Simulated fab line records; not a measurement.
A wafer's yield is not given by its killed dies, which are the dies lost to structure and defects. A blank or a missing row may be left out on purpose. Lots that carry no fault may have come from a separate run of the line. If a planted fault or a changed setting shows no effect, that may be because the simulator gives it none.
fab line records -- flow gf180mcu
record: lots: 14, wafers: 42, last_day: 34
route steps=602 shown HV_LDD@211 SALICIDE@283 M2@366 V3@445
lots untouched by any fault: they come from a run of this same line in which no faults occurred
start_h: hours from the record's opening day to when the first of the lot's shown wafers began -- wait_h: hours since the lot's step before -- " repeats the value in the row above -- L1.1+2: one row covering several wafers at once -- - no value present, or no start provided -- * or withheld: withheld -- < > ~ a bound
route shown NAME@n: a module of which the file shows steps, and the number in the route of the first -- usual: mean/standard deviation taken from wafers without a fault -- same: alike in all rows -- chamber/n: place in a boat -- sites: the reading at each site -- _std_site: standard deviation across them -- _edge_site: the outer-site mean with the inner-site mean subtracted -- radius_mm: for every site, how far away it sits from the centre of the wafer -- mask NAME#n: copy n -- behind: the last tool/chamber to shape the wafer -- hold: why the lot went on hold/how many hours it stayed there/how the hold came to an end -- device: the n, p or np transistor that did not switch -- end of line: tests run on the same wafers once the route is complete -- step lacking rows: just its recipe -- killed: not the wafer's yield, but the dies lost to structure and defects at the first sort -- map: a wafer's dies, x killed, . not, _ none there
set.NAME: the setting the step ran with; set.NAME@STEP: the setting that earlier step ran with -- model.NAME: the simulator's own value behind a step, which no gauge read
one table for each step of the route and one row for each wafer, over a sample of lots
services: from which hour (start_h, from the record's first day; less than 0 if before it) a tool's chamber was out of use, for how many hours, and why
== steps ==
step: GF_HV_LDD_IMPLANT_35
recipe: species: P, energy_kev: 60, dose_cm2: 7.5e+12, tilt_deg: 30, rotation_deg: 180
usual: dose_ions_cm2: 7.499e+12/9.4e+09, faraday_current_uA: 42.4/0.77
same: implant_ion_amu: 31
lot.wafer,tool,chamber,start_h,wait_h,dose_ions_cm2,faraday_current_uA
L436.4,implanter-02,0,261.07,0.1,7.489e+12,42.4
L436.5,implanter-02,0,261.07,0.1,7.487e+12,42.6
L436.6,implanter-02,0,261.07,0.1,7.488e+12,41.5
L437.3,implanter-01,0,273.10,0.1,7.502e+12,42.2
L437.4,implanter-01,0,273.10,0.1,7.507e+12,42.4
L437.5,implanter-01,0,273.10,0.1,7.504e+12,42.6
L441.4,implanter-02,0,303.25,0.1,7.986e+12,45.7
L441.5,implanter-02,0,303.25,0.1,7.998e+12,45.2
L441.6,implanter-02,0,303.25,0.1,8.001e+12,45.2
L442.2,implanter-03,0,304.13,0.1,7.501e+12,43.3
L442.3,implanter-03,0,304.13,0.1,7.494e+12,41.2
L442.5,implanter-03,0,304.13,0.1,7.509e+12,41.8
L443.1,implanter-02,0,311.67,0.1,7.997e+12,47.3
L443.2,implanter-02,0,311.67,0.1,8.003e+12,44.3
L443.4,implanter-02,0,311.67,0.1,8.009e+12,44.3
L444.3,implanter-02,0,329.35,0.1,7.98e+12,44.2
L444.4,implanter-02,0,329.35,0.1,7.972e+12,44.6
L444.6,implanter-02,0,329.35,0.1,7.979e+12,44.6
L445.2,implanter-03,0,335.59,0.1,7.512e+12,42.5
L445.3,implanter-03,0,335.59,0.1,7.507e+12,43.5
L445.4,implanter-03,0,335.59,0.1,7.493e+12,42.4
L449.1,implanter-01,0,364.37,0.1,7.49e+12,41.8
L449.3,implanter-01,0,364.37,0.1,7.477e+12,42.4
L449.4,implanter-01,0,364.37,0.1,7.497e+12,41.1
L451.2,implanter-01,0,381.12,0.1,7.502e+12,41.5
L451.3,implanter-01,0,381.12,0.1,7.508e+12,42.7
L451.6,implanter-01,0,381.12,0.1,7.504e+12,40.9
L452.1,implanter-01,0,388.09,0.1,7.508e+12,40.9
L452.3,implanter-01,0,388.09,0.1,7.505e+12,41.3
L452.6,implanter-01,0,388.09,0.1,7.506e+12,41.8
L453.1,implanter-01,0,397.12,0.1,7.495e+12,41.7
L453.2,implanter-01,0,397.12,0.1,7.499e+12,41.6
L453.6,implanter-01,0,397.12,0.1,7.482e+12,41.8
L454.1,implanter-03,0,401.03,0.1,7.506e+12,42.6
L454.2,implanter-03,0,401.03,0.1,7.506e+12,41.2
L454.5,implanter-03,0,401.03,0.1,7.514e+12,41.6
L455.3,implanter-02,0,414.07,0.1,7.491e+12,42.5
L455.4,implanter-02,0,414.07,0.1,7.503e+12,43.2
L455.5,implanter-02,0,414.07,0.1,7.499e+12,42.7
L458.1,implanter-03,0,437.83,6.6,7.504e+12,42.9
L458.3,implanter-03,0,437.83,6.6,7.503e+12,42.9
L458.4,implanter-03,0,437.83,6.6,7.499e+12,41.4
step: GF_SALICIDE_THK_MEAS_05
recipe: thk_meas_gauge: xrf, reads: TiN_of_SALICIDE_SPUTTER_03
usual: SALICIDE_TIN_THK: 20.18/0.23
lot.wafer,tool,chamber,start_h,wait_h,SALICIDE_TIN_THK[nm]
L436.4,film_metro-04,-,345.92,0.1,20.16
L436.5,film_metro-04,-,345.92,0.1,20.00
L436.6,film_metro-04,-,345.92,0.1,19.95
L437.3,film_metro-01,-,361.21,0.1,20.26
L437.4,film_metro-01,-,361.21,0.1,20.50
L437.5,film_metro-01,-,361.21,0.1,20.23
L441.4,film_metro-01,-,393.86,0.1,19.97
L441.5,film_metro-01,-,393.86,0.1,19.81
L441.6,film_metro-01,-,393.86,0.1,19.71
L442.2,film_metro-01,-,396.30,0.1,20.04
L442.3,film_metro-01,-,396.30,0.1,19.95
L442.5,film_metro-01,-,396.30,0.1,19.80
L443.1,film_metro-04,-,405.79,0.1,19.94
L443.2,film_metro-04,-,405.79,0.1,19.78
L443.4,film_metro-04,-,405.79,0.1,19.94
L444.3,film_metro-04,-,423.49,0.1,20.12
L444.4,film_metro-04,-,423.49,0.1,20.34
L444.6,film_metro-04,-,423.49,0.1,20.13
L445.2,film_metro-02,-,431.46,0.1,20.50
L445.3,film_metro-02,-,431.46,0.1,20.32
L445.4,film_metro-02,-,431.46,0.1,20.41
L449.1,film_metro-01,-,462.99,0.1,19.98
L449.3,film_metro-01,-,462.99,0.1,19.56
L449.4,film_metro-01,-,462.99,0.1,20.16
L451.2,film_metro-04,-,481.89,0.1,20.52
L451.3,film_metro-04,-,481.89,0.1,20.57
L451.6,film_metro-04,-,481.89,0.1,20.45
L452.1,film_metro-04,-,488.39,0.1,20.14
L452.3,film_metro-04,-,488.39,0.1,20.08
L452.6,film_metro-04,-,488.39,0.1,20.05
L453.1,film_metro-04,-,498.23,0.1,20.31
L453.2,film_metro-04,-,498.23,0.1,20.28
L453.6,film_metro-04,-,498.23,0.1,20.31
L454.1,film_metro-04,-,500.81,0.1,19.98
L454.2,film_metro-04,-,500.81,0.1,19.86
L454.5,film_metro-04,-,500.81,0.1,20.13
L455.3,film_metro-02,-,514.97,0.1,20.71
L455.4,film_metro-02,-,514.97,0.1,20.46
L455.5,film_metro-02,-,514.97,0.1,20.52
L458.1,film_metro-02,-,538.31,0.1,20.10
L458.3,film_metro-02,-,538.31,0.1,19.93
L458.4,film_metro-02,-,538.31,0.1,19.87
step: GF_M2_SPUTTER_04
recipe: material: TiN, target_thk_nm: 50, power_w: 6500, time_s: 40.56, chamber_pressure_pa: 0.4
usual: throttle_valve_pct: 30.1/0.77
lot.wafer,tool,chamber,start_h,wait_h,throttle_valve_pct
L436.4,pvd_sputter-02,-,418.32,0.0,31.9
L436.5,pvd_sputter-02,-,418.32,0.0,31.9
L436.6,pvd_sputter-02,-,418.32,0.0,30.9
L437.3,pvd_sputter-03,-,435.66,0.0,30.4
L437.4,pvd_sputter-03,-,435.66,0.0,29.4
L437.5,pvd_sputter-03,-,435.66,0.0,29.9
L441.4,pvd_sputter-03,-,470.63,0.0,29.1
L441.5,pvd_sputter-03,-,470.63,0.0,30.8
L441.6,pvd_sputter-03,-,470.63,0.0,30.0
L442.2,pvd_sputter-03,-,473.31,0.0,30.4
L442.3,pvd_sputter-03,-,473.31,0.0,29.1
L442.5,pvd_sputter-03,-,473.31,0.0,29.9
L443.1,pvd_sputter-04,-,484.15,0.0,29.8
L443.2,pvd_sputter-04,-,484.15,0.0,29.1
L443.4,pvd_sputter-04,-,484.15,0.0,29.3
L444.3,pvd_sputter-03,-,501.62,0.0,29.9
L444.4,pvd_sputter-03,-,501.62,0.0,29.1
L444.6,pvd_sputter-03,-,501.62,0.0,29.9
L445.2,pvd_sputter-03,-,509.24,0.0,29.1
L445.3,pvd_sputter-03,-,509.24,0.0,29.9
L445.4,pvd_sputter-03,-,509.24,0.0,29.7
L449.1,pvd_sputter-03,-,538.00,0.0,30.5
L449.3,pvd_sputter-03,-,538.00,0.0,29.7
L449.4,pvd_sputter-03,-,538.00,0.0,30.3
L451.2,pvd_sputter-03,-,556.03,0.0,29.7
L451.3,pvd_sputter-03,-,556.03,0.0,29.8
L451.6,pvd_sputter-03,-,556.03,0.0,29.8
L452.1,pvd_sputter-03,-,561.91,0.0,30.5
L452.3,pvd_sputter-03,-,561.91,0.0,29.9
L452.6,pvd_sputter-03,-,561.91,0.0,29.8
L453.1,pvd_sputter-02,-,571.09,0.0,31.6
L453.2,pvd_sputter-02,-,571.09,0.0,31.0
L453.6,pvd_sputter-02,-,571.09,0.0,30.1
L454.1,pvd_sputter-04,-,573.55,0.0,29.0
L454.2,pvd_sputter-04,-,573.55,0.0,30.3
L454.5,pvd_sputter-04,-,573.55,0.0,30.0
L455.3,pvd_sputter-04,-,587.91,0.0,28.8
L455.4,pvd_sputter-04,-,587.91,0.0,29.4
L455.5,pvd_sputter-04,-,587.91,0.0,30.2
L458.1,pvd_sputter-03,-,609.55,0.0,29.1
L458.3,pvd_sputter-03,-,609.55,0.0,30.6
L458.4,pvd_sputter-03,-,609.55,0.0,29.8
step: GF_V3_ETCH_16
recipe: chemistry: N2/H2, target_depth_a: withheld, overetch_a: withheld, time_s: withheld, target: BARC, ion_energy_ev: 200, source_w: 500, bias_w: 100, pressure_mtorr: 30, n2_flow_sccm: 100, h2_flow_sccm: 200
usual: drypump_motor_current_A: 6.0/0.52, oes_product_au: 0.854/0.0051, throttle_valve_pct: 13.224/0.0088
lot.wafer,tool,chamber,start_h,wait_h,drypump_motor_current_A,oes_product_au,throttle_valve_pct
L436.4,rie_diel-04,0,518.29,0.0,6.6,0.863,13.222
L436.5,rie_diel-04,0,518.29,0.0,6.6,0.848,13.219
L436.6,rie_diel-04,3,518.29,0.0,6.0,0.853,13.240
L437.3,rie_diel-03,1,536.44,0.0,5.7,0.857,13.236
L437.4,rie_diel-03,3,536.44,0.0,6.0,0.863,13.210
L437.5,rie_diel-03,1,536.44,0.0,5.7,0.866,13.222
L441.4,rie_diel-04,2,567.93,0.0,6.5,0.852,13.214
L441.5,rie_diel-04,3,567.93,0.0,6.0,0.852,13.233
L441.6,rie_diel-04,2,567.93,0.0,6.5,0.849,13.206
L442.2,rie_diel-04,0,570.48,0.0,6.6,0.857,13.231
L442.3,rie_diel-04,3,570.48,0.0,6.0,0.855,13.225
L442.5,rie_diel-04,1,570.48,0.0,6.4,0.851,13.217
L443.1,rie_diel-01,0,578.42,0.0,5.6,0.855,13.218
L443.2,rie_diel-01,2,578.42,0.0,4.8,0.856,13.229
L443.4,rie_diel-01,3,578.42,0.0,6.1,0.860,13.223
L444.3,rie_diel-01,3,593.97,0.0,6.1,0.844,13.212
L444.4,rie_diel-01,2,593.97,0.0,4.8,0.857,13.220
L444.6,rie_diel-01,1,593.97,0.0,6.0,0.863,13.221
L445.2,rie_diel-01,3,602.03,0.0,6.1,0.849,13.219
L445.3,rie_diel-01,0,602.03,0.0,5.6,0.852,13.226
L445.4,rie_diel-01,2,602.03,0.0,4.8,0.858,13.209
L449.1,rie_diel-01,0,626.22,0.0,5.6,0.852,13.217
L449.3,rie_diel-01,3,626.22,0.0,6.1,0.853,13.230
L449.4,rie_diel-01,1,626.22,0.0,6.0,0.851,13.221
L451.2,rie_diel-04,2,643.12,0.0,6.4,0.864,13.210
L451.3,rie_diel-04,0,643.12,0.0,6.6,0.866,13.229
L451.6,rie_diel-04,0,643.12,0.0,6.6,0.853,13.234
L452.1,rie_diel-04,3,649.24,0.0,6.0,0.847,13.218
L452.3,rie_diel-04,1,649.24,0.0,6.4,0.855,13.226
L452.6,rie_diel-04,2,649.24,0.0,6.5,0.849,13.238
L453.1,rie_diel-01,3,658.69,0.0,6.1,0.860,13.206
L453.2,rie_diel-01,2,658.69,0.0,4.8,0.854,13.224
L453.6,rie_diel-01,2,658.69,0.0,4.8,0.862,13.234
L454.1,rie_diel-04,2,661.67,0.0,6.5,0.852,13.218
L454.2,rie_diel-04,0,661.67,0.0,6.6,0.850,13.229
L454.5,rie_diel-04,1,661.67,0.0,6.4,0.852,13.239
L455.3,rie_diel-04,3,674.32,0.0,6.0,0.853,13.226
L455.4,rie_diel-04,2,674.32,0.0,6.4,0.853,13.248
L455.5,rie_diel-04,3,674.32,0.0,6.0,0.852,13.212
L458.1,rie_diel-01,0,693.46,0.0,5.6,0.847,13.242
L458.3,rie_diel-01,1,693.46,0.0,6.0,0.843,13.218
L458.4,rie_diel-01,3,693.46,0.0,6.1,0.843,13.233
== services ==
tool,chamber,start_h,hours,kind
rie_diel-04,3,238.50,4.5,repair
implanter-01,-,248.77,1.7,repair
implanter-02,-,249.49,3.5,repair
implanter-01,-,256.30,4.0,repair
implanter-01,-,264.62,1.6,repair
rie_diel-04,1,310.73,14.0,repair
rie_diel-04,-,345.18,2.8,pm
implanter-02,-,372.04,3.3,pm
implanter-01,-,403.47,1.2,repair
rie_diel-04,0,416.21,10.4,repair
implanter-02,-,432.29,4.0,repair
rie_diel-04,0,438.75,64.0,repair
implanter-01,-,461.03,4.9,repair
implanter-02,-,462.31,2.5,repair
pvd_sputter-03,-,462.89,0.8,repair
rie_diel-01,1,464.15,12.7,repair
rie_diel-01,2,475.87,7.3,repair
implanter-01,-,500.79,3.0,pm
implanter-02,-,523.68,0.6,repair
rie_diel-01,0,594.83,6.0,repair
pvd_sputter-03,-,599.51,2.1,repair
pvd_sputter-03,-,632.24,1.2,repair
pvd_sputter-03,-,673.41,5.4,repair
rie_diel-04,0,688.39,2.1,repair
== key ==
first_sign: step: GF_HV_LDD_IMPLANT_35, reading: dose_ions_cm2, direction: up, sigmas: 52, usual: 7.499e+12, struck: 7.992e+12
effect: step: GF_HV_LDD_IMPLANT_35, reading: faraday_current_uA, direction: up, sigmas: 3.5, usual: 42.4, struck: 45.0
met_at GF_HV_LDD_IMPLANT_35
struck_lots L441,L443,L444
tester_left_out L441,L443,L444
not_acting_at GF_SALICIDE_THK_MEAS_05,GF_M2_SPUTTER_04,GF_V3_ETCH_16
onset_between 261.07 303.25
fault: kind: process_parameter_drift, tool: implanter-02, chamber: -, onset_h: 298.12, steps: GF_HV_LDD_IMPLANT_35, channel: dose_cm2, offset: 4.8172e+11, shape: step, end_h: 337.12, acts_in: these_recipes_only, stated: 7.5e+12
tester_left_out: of these lots the tester's yield and bins aren't shown, on N5 and GAA mostly nor the transistor test; their killed dies are dies lost to structure and defects alone, not to doping, threshold or leakage, so they don't give the yield
